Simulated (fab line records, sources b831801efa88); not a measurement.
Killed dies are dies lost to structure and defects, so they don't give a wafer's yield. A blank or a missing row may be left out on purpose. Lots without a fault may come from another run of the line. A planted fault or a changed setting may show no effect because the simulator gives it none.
fab line records | flow sky130
record lots=12 wafers=36 last_day=50
route steps=708 shown NWELL@58 VT_ADJUST_LVTN@115 LDD_P@265 LDD_HVN@276
lots that met no fault: from a run of the same line without faults
start_h: hours from the record's first day to the start of the lot's first wafer shown | wait_h: hours since the lot's step before | " the same as in the row above | L1.1+2: a row that stands for several wafers | - no value, or no start given | * or withheld: withheld | < > ~ a bound
route shown NAME@n: a module of which the file shows steps, and the number in the route of the first | usual: mean/standard deviation of fault-free wafers | same: alike in all rows | chamber/n: place in a boat | sites: the reading at each site | _std_site: their standard deviation | _edge_site: outer sites' mean less inner sites' | radius_mm: how far each site lies from the wafer's centre | mask NAME#n: copy n | behind: the tool/chamber that last shaped the wafer | hold: why the lot was held/for how many hours/how that ended | device: the transistor (n, p or np) that didn't switch | end of line: the same wafers' tests at the end of the route | a step without rows: its recipe alone | killed: dies lost to structure and defects at the first sort, not the wafer's yield | map: a wafer's dies, x killed, . not, _ none there
set.NAME: the setting as run; set.NAME@STEP: as run at that earlier step | model.NAME: the simulator's own value behind a step, which no gauge read
steps of the route over a sample of lots; a table a step, a row a wafer
services: from which hour (start_h, from the record's first day; less than 0 if before it) a tool's chamber was out of use, for how many hours, and why
## steps
# step SKY_NWELL_COAT_05
# recipe spin_rpm=2000 resist_thk_nm=3000
# columns lot.wafer tool chamber start_h wait_h
L174.2+3+6 litho_track-03 0 76.74 0.1
L175.1+3+4 litho_track-01 0 83.96 0.1
L176.1+2+5 litho_track-02 0 89.19 0.1
L177.3+4+5 litho_track-03 0 100.42 0.1
L178.1+2+5 litho_track-01 0 110.81 0.1
L181.1+2+4 litho_track-01 0 117.21 0.1
L182.1+2+5 litho_track-01 0 123.21 0.1
L184.3+4+6 litho_track-01 0 135.15 0.1
L187.2+5+6 litho_track-03 0 149.39 0.1
L189.1+2+4 litho_track-03 0 161.37 0.1
L191.1+3+5 litho_track-03 0 176.62 0.1
L196.1+3+5 litho_track-02 0 201.69 0.1
# step SKY_NWELL_STRIP_14
# recipe chemistry=O2/N2 power_w=1400 pressure_mtorr=1500 platen_temp_c=withheld o2_flow_sccm=3000 n2_flow_sccm=300 overash_fraction=0.5
# usual drypump_motor_current_A=5.6/0.41 oes_product_au=0.722/0.0047 strip_time_to_endpoint_s=36.90/0.11
# columns lot.wafer tool chamber start_h wait_h drypump_motor_current_A oes_product_au rf_hours_counter_h strip_time_to_endpoint_s
L174.2 plasma_asher-03 1 85.84 0.1 5.3 0.722 41 37.00
L174.3 " 0 " " 5.6 0.718 - 36.89
L174.6 " 0 " " 5.6 0.721 - 36.89
L175.1 plasma_asher-04 1 92.61 0.1 6.2 0.723 28 36.76
L175.3 " 1 " " 6.2 0.731 - 36.82
L175.4 " 0 " " 5.8 0.729 - 36.85
L176.1 plasma_asher-01 0 98.61 0.1 5.5 0.723 44 37.16
L176.2 " 1 " " 5.0 0.721 44 36.99
L176.5 " 0 " " 5.5 0.723 - 37.16
L177.3 plasma_asher-03 1 109.47 0.1 5.3 0.719 - 36.80
L177.4 " 0 " " 5.5 0.727 - 36.82
L177.5 " 1 " " 5.2 0.725 - 36.85
L178.1 plasma_asher-01 1 120.92 0.1 5.0 0.727 0 36.98
L178.2 " 0 " " 5.5 0.726 0 36.86
L178.5 " 0 " " 5.5 0.712 - 36.97
L181.1 plasma_asher-04 0 127.71 0.1 5.8 0.721 31 36.88
L181.2 " 1 " " 6.2 0.723 31 36.83
L181.4 " 0 " " 5.9 0.720 - 36.91
L182.1 plasma_asher-04 0 133.57 0.1 5.8 0.731 32 36.89
L182.2 " 1 " " 6.2 0.718 32 37.04
L182.5 " 0 " " 5.9 0.717 - 36.90
L184.3 plasma_asher-01 1 144.59 0.1 5.0 0.721 - 36.79
L184.4 " 0 " " 5.5 0.729 - 36.83
L184.6 " 0 " " 5.5 0.725 - 36.89
L187.2 plasma_asher-01 1 160.59 0.1 5.0 0.714 4 16.21
L187.5 " 1 " " 5.0 0.715 - 16.25
L187.6 " 0 " " 5.5 0.707 - 16.23
L189.1 plasma_asher-01 0 172.20 0.1 5.5 0.709 5 16.21
L189.2 " 1 " " 5.0 0.715 5 16.24
L189.4 " 1 " " 5.0 0.715 - 16.17
L191.1 plasma_asher-01 1 187.35 0.1 5.0 0.713 7 16.17
L191.3 " 0 " " 5.5 0.721 - 16.15
L191.5 " 1 " " 5.0 0.716 - 16.19
L196.1 plasma_asher-04 0 212.39 0.1 5.9 0.715 39 36.86
L196.3 " 1 " " 6.2 0.724 - 36.87
L196.5 " 0 " " 5.9 0.722 - 36.84
# step SKY_VT_ADJUST_LVTN_OVL_MEAS_18
# usual VT_ADJUST_LVTN_01_OVL=-1.4/1.6
# columns lot.wafer tool chamber start_h wait_h VT_ADJUST_LVTN_01_OVL[nm]
L174.2 overlay-01 - 159.87 0.1 -0.2
L174.3 " - " " -2.8
L174.6 " - " " -0.6
L175.1 overlay-01 - 168.22 0.1 -4.1
L175.3 " - " " -3.2
L175.4 " - " " -3.8
L176.1 overlay-02 - 175.76 0.1 -1.6
L176.2 " - " " -0.6
L176.5 " - " " -1.6
L177.3 overlay-01 - 188.03 0.1 -1.7
L177.4 " - " " -3.4
L177.5 " - " " -2.0
L178.1 overlay-02 - 202.85 0.1 -2.0
L178.2 " - " " -2.3
L178.5 " - " " -1.5
L181.1 overlay-02 - 208.36 0.1 -3.1
L181.2 " - " " -1.5
L181.4 " - " " -3.0
L182.1 overlay-02 - 214.56 0.1 0.5
L182.2 " - " " 0.1
L182.5 " - " " 1.8
L184.3 overlay-02 - 228.88 0.1 -0.2
L184.4 " - " " -0.8
L184.6 " - " " -0.3
L187.2 overlay-01 - 248.76 0.1 -0.2
L187.5 " - " " 0.6
L187.6 " - " " -0.6
L189.1 overlay-01 - 261.92 0.1 -3.9
L189.2 " - " " -0.7
L189.4 " - " " 1.1
L191.1 overlay-01 - 279.32 0.1 -3.6
L191.3 " - " " -0.7
L191.5 " - " " -2.6
L196.1 overlay-01 - 309.06 0.1 0.0
L196.3 " - " " -0.6
L196.5 " - " " -2.8
# step SKY_LDD_P_STRIP_10
# recipe chemistry=O2/N2 power_w=1400 pressure_mtorr=1500 platen_temp_c=withheld o2_flow_sccm=3000 n2_flow_sccm=300 overash_fraction=0.5
# usual drypump_motor_current_A=5.5/0.45 oes_product_au=0.716/0.0039 strip_time_to_endpoint_s=14.19/0.036
# columns lot.wafer tool chamber start_h wait_h drypump_motor_current_A oes_product_au rf_hours_counter_h strip_time_to_endpoint_s
L174.2 plasma_asher-01 1 432.58 0.1 4.9 0.714 33 14.12
L174.3 " 1 " " 5.0 0.719 - 14.11
L174.6 " 0 " " 5.6 0.714 - 14.14
L175.1 plasma_asher-02 1 437.32 0.1 4.9 0.717 1 14.20
L175.3 " 1 " " 4.9 0.715 - 14.17
L175.4 " 0 " " 5.5 0.715 - 14.21
L176.1 plasma_asher-02 1 440.71 0.1 4.9 0.711 2 14.18
L176.2 " 0 " " 5.5 0.715 2 14.18
L176.5 " 0 " " 5.5 0.721 - 14.16
L177.3 plasma_asher-04 1 461.73 0.1 6.2 0.712 - 14.19
L177.4 " 0 " " 5.9 0.716 - 14.16
L177.5 " 1 " " 6.2 0.718 - 14.12
L178.1 plasma_asher-04 1 481.42 0.1 6.2 0.714 69 14.21
L178.2 " 0 " " 5.9 0.713 69 14.19
L178.5 " 1 " " 6.2 0.722 - 14.17
L182.1 plasma_asher-02 1 551.97 0.1 4.9 0.717 13 14.23
L182.2 " 0 " " 5.5 0.716 13 14.22
L182.5 " 0 " " 5.5 0.716 - 14.22
L184.3 plasma_asher-04 1 552.90 0.1 6.2 0.711 - 14.23
L184.4 " 0 " " 5.8 0.721 - 14.13
L184.6 " 0 " " 5.8 0.718 - 14.20
L181.1 plasma_asher-04 0 553.34 0.1 5.8 0.711 77 14.26
L181.2 " 1 " " 6.2 0.709 77 14.25
L181.4 " 0 " " 5.8 0.721 - 14.24
L187.2 plasma_asher-02 1 554.29 0.1 5.0 0.712 14 14.24
L187.5 " 1 " " 4.9 0.719 - 14.20
L187.6 " 0 " " 5.5 0.711 - 14.19
L189.1 plasma_asher-02 0 562.50 0.1 5.5 0.720 15 14.20
L189.2 " 1 " " 4.9 0.722 15 14.19
L189.4 " 1 " " 4.9 0.716 - 14.13
L191.1 plasma_asher-04 1 580.12 0.1 6.2 0.719 80 14.22
L191.3 " 1 " " 6.2 0.731 - 14.18
L191.5 " 1 " " 6.2 0.712 - 14.22
L196.1 plasma_asher-01 0 645.39 0.1 5.5 0.720 53 14.18
L196.3 " 1 " " 5.0 0.714 - 14.15
L196.5 " 0 " " 5.5 0.722 - 14.17
# step SKY_LDD_HVN_STRIP_09
# recipe chemistry=O2/N2 power_w=1400 pressure_mtorr=1500 platen_temp_c=withheld o2_flow_sccm=3000 n2_flow_sccm=300 overash_fraction=0.5
# usual drypump_motor_current_A=5.7/0.42 oes_product_au=0.409/0.0046 strip_time_to_endpoint_s=4.136/0.015
# columns lot.wafer tool chamber start_h wait_h drypump_motor_current_A oes_product_au rf_hours_counter_h strip_time_to_endpoint_s
L174.2 plasma_asher-04 0 460.64 0.1 5.9 0.415 67 4.141
L174.3 " 0 " " 5.9 0.408 - 4.122
L174.6 " 0 " " 5.8 0.410 - 4.134
L175.1 plasma_asher-03 1 464.55 0.1 5.3 0.416 68 4.141
L175.3 " 1 " " 5.3 0.411 - 4.132
L175.4 " 0 " " 5.6 0.399 - 4.111
L176.1 plasma_asher-01 1 467.02 0.1 5.0 0.411 38 4.120
L176.2 " 0 " " 5.5 0.408 38 4.111
L176.5 " 0 " " 5.5 0.411 - 4.098
L177.3 plasma_asher-01 0 494.08 0.1 5.5 0.406 - 4.116
L177.4 " 1 " " 5.0 0.412 - 4.109
L177.5 " 1 " " 5.0 0.398 - 4.129
L178.1 plasma_asher-01 1 512.29 0.1 4.9 0.413 42 4.142
L178.2 " 0 " " 5.5 0.398 42 4.133
L178.5 " 0 " " 5.5 0.407 - 4.130
L182.1 plasma_asher-04 0 581.65 0.1 5.9 0.401 80 4.129
L182.2 " 1 " " 6.2 0.406 80 4.137
L182.5 " 0 " " 5.9 0.408 - 4.148
L184.3 plasma_asher-03 0 582.41 0.1 5.5 0.408 - 4.144
L184.4 " 1 " " 5.3 0.412 - 4.108
L184.6 " 0 " " 5.5 0.405 - 4.137
L181.1 plasma_asher-01 1 583.14 0.1 5.0 0.405 47 4.140
L181.2 " 0 " " 5.5 0.412 47 4.127
L181.4 " 0 " " 5.5 0.405 - 4.117
L187.2 plasma_asher-04 1 584.17 0.1 6.2 0.414 81 4.149
L187.5 " 1 " " 6.2 0.410 - 4.167
L187.6 " 0 " " 5.9 0.403 - 4.141
L189.1 plasma_asher-04 1 592.02 0.1 6.2 0.412 82 4.159
L189.2 " 0 " " 5.9 0.402 82 4.129
L189.4 " 1 " " 6.2 0.408 - 4.127
L191.1 plasma_asher-03 0 609.10 0.1 5.5 0.413 82 4.138
L191.3 " 1 " " 5.3 0.408 - 4.136
L191.5 " 0 " " 5.6 0.414 - 4.147
L196.1 plasma_asher-03 1 673.49 0.1 5.2 0.415 89 4.125
L196.3 " 1 " " 5.3 0.401 - 4.120
L196.5 " 0 " " 5.5 0.409 - 4.120
## services
# columns tool chamber start_h hours kind
plasma_asher-02 - 52.89 3.3 repair
plasma_asher-01 - 108.75 9.0 pm
plasma_asher-01 0 108.75 9.0 vent_cycle
plasma_asher-01 1 108.75 9.0 vent_cycle
plasma_asher-04 - 122.35 0.3 repair
plasma_asher-04 - 137.19 0.7 repair
plasma_asher-04 - 196.44 2.8 pm
plasma_asher-01 - 251.18 9.3 repair
plasma_asher-02 - 305.27 8.1 repair
plasma_asher-03 - 321.34 79.3 repair
plasma_asher-02 - 372.68 1.0 repair
plasma_asher-03 - 386.16 2.4 repair
plasma_asher-03 - 412.70 9.3 repair
plasma_asher-02 - 421.25 9.0 pm
plasma_asher-04 - 430.45 1.8 repair
plasma_asher-03 - 432.30 28.1 pm
plasma_asher-03 - 472.60 0.9 repair
plasma_asher-03 - 476.25 3.1 repair
plasma_asher-02 - 481.33 0.7 repair
plasma_asher-03 - 486.35 1.4 repair
plasma_asher-02 - 532.27 2.8 pm
plasma_asher-03 - 549.62 2.8 pm
plasma_asher-01 - 550.72 28.1 pm
plasma_asher-01 - 592.95 2.8 pm
## key
first_sign step=SKY_NWELL_STRIP_14 reading=strip_time_to_endpoint_s direction=down sigmas=99+ usual=* struck=*
effect none on later readings
met_at SKY_NWELL_COAT_05
struck_lots L187,L189,L191
tester_left_out L187,L189,L191
not_acting_at SKY_VT_ADJUST_LVTN_OVL_MEAS_18,SKY_LDD_P_STRIP_10,SKY_LDD_HVN_STRIP_09
onset_between 100.42 149.39
also_fits SKY_NWELL_STRIP_14:plasma_asher-01
fault kind=process_parameter_drift tool=litho_track-03 chamber=- onset_h=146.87 steps=SKY_NWELL_COAT_05 channel=resist_thk_nm offset=-1775 shape=step end_h=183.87 acts_in=these_recipes_only stated=3000
# tester_left_out: of these lots the tester's yield and bins aren't shown, on N5 and GAA mostly nor the transistor test; their killed dies are dies lost to structure and defects alone, not to doping, threshold or leakage, so they don't give the yield
